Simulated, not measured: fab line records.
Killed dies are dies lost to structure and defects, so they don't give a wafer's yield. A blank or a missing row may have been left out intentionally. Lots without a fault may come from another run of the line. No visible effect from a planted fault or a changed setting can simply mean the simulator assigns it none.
Which of the tools did it? + flow gf180mcu + Sampling: 13 lots, 38 wafers, 5 of 602 route steps

## WHAT THE GAUGES SHOWED, per wafer
GF_STI_THK_MEAS_24. Usual: STI_CVD_23_THK 650 nm, standard deviation 6.
| lot  | measured    | on           | STI_CVD_23_THK (nm) | flag |
|------|-------------|--------------|---------------------|------|
| L687 | day 2 04:41 | filmMetro-02 | 648 649 651         |      |
| L689 | day 2 14:51 | filmMetro-02 | 659 652 655         |      |
| L691 | day 3 00:55 | filmMetro-01 | 658 656 652         |      |
| L692 | day 3 06:44 | filmMetro-01 | 648 647 649         |      |
| L693 | day 3 14:54 | filmMetro-02 | 645 643 651         |      |
| L694 | day 3 14:54 | filmMetro-01 | 652 649 640         |      |
| L695 | day 3 21:18 | filmMetro-04 | 651 648 652         |      |
| L698 | day 4 12:54 | filmMetro-04 | 644 642 657         |      |
| L699 | day 4 17:14 | filmMetro-04 | 649 651 657         |      |
| L706 | day 6 05:49 | filmMetro-01 | 655 659 334         | OFF  |
| L707 | day 6 10:44 | filmMetro-01 | 649 335 657         | OFF  |
| L709 | day 6 21:37 | filmMetro-02 | 658 334             | OFF  |
| L710 | day 7 01:46 | filmMetro-02 | 643 637 646         |      |

GF_NWELL_OVL_MEAS_07. Usual: NWELL_OVL 1.4 nm, standard deviation 1.3.
| lot  | measured    | on         | NWELL_OVL (nm) | flag |
|------|-------------|------------|----------------|------|
| L687 | day 3 07:25 | overlay-01 | 2.3 3.0 3.0    |      |
| L689 | day 3 18:27 | overlay-02 | 0.6 0.7 -0.7   |      |
| L691 | day 4 04:55 | overlay-01 | 1.5 0.4 0.4    |      |
| L692 | day 4 14:33 | overlay-01 | 0.3 2.1 1.3    |      |
| L693 | day 4 23:50 | overlay-02 | -0.1 1.9 -0.9  |      |
| L694 | day 4 23:21 | overlay-02 | -1.5 -0.3 -0.9 |      |
| L695 | day 5 03:01 | overlay-02 | 1.3 1.1 1.9    |      |
| L698 | day 5 21:14 | overlay-01 | 1.8 1.0 -0.3   |      |
| L699 | day 6 02:43 | overlay-01 | 1.3 1.7 0.2    |      |
| L706 | day 7 15:43 | overlay-01 | 0.6 2.0        |      |
| L707 | day 7 21:17 | overlay-01 | 2.2 3.5        |      |
| L709 | day 8 08:31 | overlay-02 | 2.8            |      |
| L710 | day 8 13:16 | overlay-02 | 0.4 -1.6 -1.1  |      |

GF_VT_IMPLANT_OVL_MEAS_29. Usual: VT_IMPLANT_02_OVL 1.7 nm, standard deviation 1.3.
| lot  | measured     | on         | VT_IMPLANT_02_OVL (nm) | flag |
|------|--------------|------------|------------------------|------|
| L687 | day 6 21:44  | overlay-01 | 1.1 -0.3 1.0           |      |
| L689 | day 7 13:10  | overlay-01 | 0.4 2.7 1.3            |      |
| L691 | day 8 00:05  | overlay-01 | 0.0 1.0 0.0            |      |
| L692 | day 8 11:53  | overlay-01 | 2.6 1.1 1.3            |      |
| L693 | day 9 00:41  | overlay-02 | 0.3 1.1 1.5            |      |
| L694 | day 8 23:49  | overlay-02 | 1.3 3.3 3.5            |      |
| L695 | day 9 02:42  | overlay-01 | 1.9 2.2 2.0            |      |
| L698 | day 10 01:03 | overlay-01 | 3.8 3.3 3.1            |      |
| L699 | day 10 05:43 | overlay-02 | 3.5 2.7 2.1            |      |
| L706 | day 12 04:19 | overlay-02 | 2.6 3.2                |      |
| L707 | day 12 11:28 | overlay-01 | 0.6 -0.1               |      |
| L709 | day 12 22:20 | overlay-01 | 1.4                    |      |
| L710 | day 13 05:55 | overlay-02 | -0.1 -0.6 1.7          |      |

## WHICH TOOL RAN EACH LOT (tool, then ch and the chambers of the sampled wafers, then the start)
| lot  | GF_STI_CVD_23                   | GF_STI_CMP_25                |
|------|---------------------------------|------------------------------|
| L687 | hdpcvd-02 ch 1,2, day 2 04:35   | cmp-02 ch 0,1,3, day 2 04:49 |
| L689 | hdpcvd-02 ch 0,1,2, day 2 14:46 | cmp-01 ch 1,2,3, day 2 14:56 |
| L691 | hdpcvd-01 ch 1,2, day 3 00:49   | cmp-01 ch 0,3, day 3 01:01   |
| L692 | hdpcvd-01 ch 0,1,2, day 3 06:40 | cmp-01 ch 0,1,3, day 3 06:48 |
| L693 | hdpcvd-02 ch 0,1,2, day 3 14:49 | cmp-02 ch 0,2,3, day 3 14:58 |
| L694 | hdpcvd-01 ch 1,2, day 3 14:49   | cmp-01 ch 0,1, day 3 14:59   |
| L695 | hdpcvd-02 ch 0,1,2, day 3 21:12 | cmp-01 ch 0,3, day 3 21:20   |
| L698 | hdpcvd-02 ch 0,1,2, day 4 12:50 | cmp-01 ch 2,3, day 4 12:59   |
| L699 | hdpcvd-01 ch 0,2, day 4 17:08   | cmp-02 ch 0,2,3, day 4 17:20 |
| L706 | hdpcvd-02 ch 1,2, day 6 05:43   | cmp-01 ch 2,3, day 6 05:59   |
| L707 | hdpcvd-02 ch 0,1,2, day 6 10:39 | cmp-01 ch 0,2, day 6 10:47   |
| L709 | hdpcvd-02 ch 0,1, day 6 21:32   | cmp-02 ch 1,3, day 6 21:43   |
| L710 | hdpcvd-01 ch 0,2, day 7 01:41   | cmp-02 ch 0,2,3, day 7 01:55 |
- GF_STI_CVD_23: deposits SiO2, target thk 650 nm, time 108.3 s.
- GF_STI_CMP_25: polishes, stops on Si3N4, t overpolish 33 s, target thk 524.6 nm.

## AS READ BY THE TOOLS THEMSELVES (means over the sampled wafers that have a number; for cases with no such wafer, the mark the record gives instead)
GF_STI_CMP_25. Usual: motorCurrentA 11.7 A, standard deviation 0.87; retainingRingPressureFrac 1.000, standard deviation 0.0047; timeToEndpointS 122 s, standard deviation 4.5.
| lot  | tool   | motorCurrentA (A) | retainingRingPressureFrac | timeToEndpointS (s) | flag |
|------|--------|-------------------|---------------------------|---------------------|------|
| L687 | cmp-02 | 11.1              | 1.001                     | 121                 |      |
| L689 | cmp-01 | 11.6              | 0.997                     | 124                 |      |
| L691 | cmp-01 | 12.7              | 1.007                     | 122                 |      |
| L692 | cmp-01 | 12.0              | 1.001                     | 122                 |      |
| L693 | cmp-02 | 11.3              | 0.995                     | 121                 |      |
| L694 | cmp-01 | 12.3              | 0.997                     | 123                 |      |
| L695 | cmp-01 | 12.5              | 1.006                     | 124                 |      |
| L698 | cmp-01 | 11.9              | 0.999                     | 114                 |      |
| L699 | cmp-02 | 11.3              | 0.996                     | 128                 |      |
| L706 | cmp-01 | 11.4              | 1.000                     | 99                  | OFF  |
| L707 | cmp-01 | 12.4              | 1.000                     | 95                  | OFF  |
| L709 | cmp-02 | 10.6              | 0.999                     | 98                  | OFF  |
| L710 | cmp-02 | 11.2              | 1.003                     | 123                 |      |

## THE ANSWER, worked out from the rows above alone
Rule: take the mean of a lot's wafers that have a number; if it is more than 3 standard deviations from the usual mean, the lot is off. A lot without any number at a reading at which 4 lots or more have one is off too. Any other lot the step has rows for is counted as sound. After the gauges, taken in route order, come the tools' own readings; for these a lot's mean is taken, as printed above. At the first step where some lot is off, the reading lying furthest off is the one used; lots without a number count as furthest.
Off: L706, L707, L709, seen at GF_STI_THK_MEAS_24 (STI_CVD_23_THK).
A tool fits if, at a process step before that reading, it ran every lot that is off, and no sound lot after the first of them. Not tried: the gauges at GF_STI_THK_MEAS_24; whatever is off there is also off at GF_STI_CMP_25, on other tools, and gauge error can't account for it. One candidate fits, namely hdpcvd-02 at GF_STI_CVD_23. A fault onset in the window from L698 (day 4 12:50, its last sound lot) to L706 (day 6 05:43, its first lot off) fits.

## WHAT WAS PUT IN BY THE SIMULATOR
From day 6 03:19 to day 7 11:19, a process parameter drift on hdpcvd-02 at GF_STI_CVD_23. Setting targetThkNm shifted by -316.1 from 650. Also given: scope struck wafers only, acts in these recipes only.
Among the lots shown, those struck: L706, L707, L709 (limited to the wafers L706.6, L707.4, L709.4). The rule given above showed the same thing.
